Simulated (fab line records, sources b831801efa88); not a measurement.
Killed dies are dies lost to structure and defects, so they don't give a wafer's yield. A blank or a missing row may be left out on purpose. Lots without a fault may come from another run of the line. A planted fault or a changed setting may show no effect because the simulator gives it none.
A struck lot beside a sound one | flow sky130 | 22 steps out of a route of 708
Sound: wafers L686.1, L686.2, L686.4. Struck: wafers L691.1, L691.3, L691.5. The cause comes at the end.
At each step with rows: each side's tool, then ch and its chambers, then its first start. Under that, the readings that differ: sound wafers | struck wafers | difference of the means | sigmas: that difference in standard deviations of wafers without a fault.
alike: readings whose means differ by less than 2 such deviations, and words and numbers that are the same on both sides. not compared: withheld readings, readings that some wafer has no value for, bounds like >300 that may hide the same value, and numbers for which the record gives no deviation and whose values overlap.
The two part at a step that has a row with sigmas, a row that says differs or no value, or rows on one side only. Numbers that don't overlap but have no deviation are shown without sigmas and don't part them. A reading that every wafer of one side lacks parts them only if that side has two wafers or more.

first, 4 steps without rows for these wafers: SKY_VT_ADJUST_LVTN_SOFTBAKE_14 (time 60 s); SKY_VT_ADJUST_LVTN_EXPOSE_15 (exposes mask HVN STD DERIVED, target cd 600 nm); SKY_VT_ADJUST_LVTN_PEB_16; SKY_VT_ADJUST_LVTN_DEVELOP_17 (develop time 60 s).
SKY_VT_ADJUST_LVTN_OVL_MEAS_18:
  sound on overlay-01, day 7 15:35; struck on overlay-01, day 9 04:56
  alike: VT_ADJUST_LVTN_01_OVL
then, 1 step without rows for these wafers: SKY_VT_ADJUST_LVTN_IMPLANT_19.
SKY_VT_ADJUST_LVTN_STRIP_20: strips in O2/N2.
  sound on plasma_asher-02 ch 0,1, day 7 15:46; struck on plasma_asher-01 ch 0, day 9 05:07
  reading                     | sound          | struck         | difference | sigmas
  drypump_motor_current_A (A) | 5.64 5.53 5.52 | 6.09 6.11 6.09 | +0.53      | +3
  alike: oes_product_au, strip_time_to_endpoint_s
  not compared: rf_hours_counter_h
SKY_VT_ADJUST_LVTN_TW_MEAS_21:
  sound on film_metro-01, day 7 15:52; struck on film_metro-02, day 9 05:13
  alike: VT_ADJUST_LVTN_2_TW
then, 4 steps without rows for these wafers: SKY_VT_ADJUST_NCORE_DEHYDRATE_00 (time 60 s); SKY_VT_ADJUST_NCORE_HMDS_01 (prime time 60 s); SKY_VT_ADJUST_NCORE_COAT_02 (resist thk 1140 nm); SKY_VT_ADJUST_NCORE_SOFTBAKE_03 (time 60 s).
SKY_VT_ADJUST_NCORE_EXPOSE_04: exposes mask LVTN COMPLEMENT THIN, target cd 380 nm.
  sound on iline_stepper-01 ch 0, day 8 02:28; struck on iline_stepper-02 ch 0, day 9 14:41
  reading | sound                                                                | struck                                                | difference | sigmas
  mask    | LVTN_COMPLEMENT_THIN#0 LVTN_COMPLEMENT_THIN#0 LVTN_COMPLEMENT_THIN#0 | HVN_STD_DERIVED#0 HVN_STD_DERIVED#0 HVN_STD_DERIVED#0 | differs    |
  alike: focus_offset_nm
then, 2 steps without rows for these wafers: SKY_VT_ADJUST_NCORE_PEB_05; SKY_VT_ADJUST_NCORE_DEVELOP_06 (develop time 60 s).
SKY_VT_ADJUST_NCORE_CD_MEAS_07: target cd 380 nm.
  sound on cd_sem-01, day 8 12:11; struck on cd_sem-01, day 10 01:25
  reading    | sound             | struck | difference                    | sigmas
  cd_nm (nm) | 379.3 379.6 378.9 | - - -  | no value on the struck wafers |
SKY_VT_ADJUST_NCORE_OVL_MEAS_08:
  sound on overlay-02, day 8 12:18; struck on overlay-01, day 10 01:32
  reading                  | sound        | struck | difference                    | sigmas
  VT_ADJUST_NCORE_OVL (nm) | 1.4 0.4 -0.5 | - - -  | no value on the struck wafers |
then, 1 step without rows for these wafers: SKY_VT_ADJUST_NCORE_IMPLANT_09.
SKY_VT_ADJUST_NCORE_STRIP_10: strips in O2/N2.
  sound on plasma_asher-01 ch 0,1, day 8 12:29; struck on plasma_asher-01 ch 0,1, day 10 01:43
  alike: drypump_motor_current_A, oes_product_au, strip_time_to_endpoint_s
  not compared: rf_hours_counter_h
SKY_VT_ADJUST_NCORE_TW_MEAS_11:
  sound on film_metro-04, day 8 12:35; struck on film_metro-04, day 10 01:49
  reading            | sound             | struck         | difference | sigmas
  VT_ADJUST_NCORE_TW | 218.3 218.2 219.4 | 29.9 29.9 30.0 | -188.7     | -99 or more
then, 1 step without rows for these wafers: SKY_VT_ADJUST_HVTR_DEHYDRATE_00 (time 60 s).
-- the record jumps here: 37 days lie between the struck wafers' starts before and after (it left off in module VT_ADJUST_HVTR and takes up again in module PAD_OPEN, whose first step shown is number 708 of the route) --
SKY_PAD_OPEN_PROBE_99:
  sound on prober-02, day 45 19:49; struck on prober-01, day 47 07:05
  reading                                | sound                         | struck                       | difference | sigmas
  model.etest.pfet_16v.r_on_ohm_um       | 1.507e+04 1.533e+04 1.516e+04 | 1.681e+04 1.65e+04 1.688e+04 | +1.543e+03 |
  model.etest.nfet_16v.r_on_ohm_um       | 1.428e+04 1.432e+04 1.426e+04 | 1.25e+04 1.24e+04 1.25e+04   | -1.82e+03  |
  model.etest.pfet_g5v0d10v5.r_on_ohm_um | 4775 4752 4712                | 6069 6068 6124               | +1341      |
  model.etest.tip_p.rs_ohm_sq            | 6922 6937 6895                | 7609 7715 7662               | +744       |
  model.etest.pfet_01v8.r_on_ohm_um      | 2886 2907 2783                | 3298 3268 3303               | +431       |
  model.etest.tip_p_5v.rs_ohm_sq         | 2922 2894 2915                | 3152 3122 3123               | +222       |
  model.etest.pfet_g5v0d10v5.drive_ua_um | 335.6 340.9 342.6             | 242.1 244.5 240.7            | -97.3      |
  model.etest.sram_nfet_pass.drive_ua_um | 510.8 515.1 520.8             | 556.6 568.3 582.1            | +53.4      |

WHERE THEY PART
First at SKY_VT_ADJUST_LVTN_STRIP_20; last, within this record, at SKY_VT_ADJUST_NCORE_TW_MEAS_11.

WHY: what the simulator had put in
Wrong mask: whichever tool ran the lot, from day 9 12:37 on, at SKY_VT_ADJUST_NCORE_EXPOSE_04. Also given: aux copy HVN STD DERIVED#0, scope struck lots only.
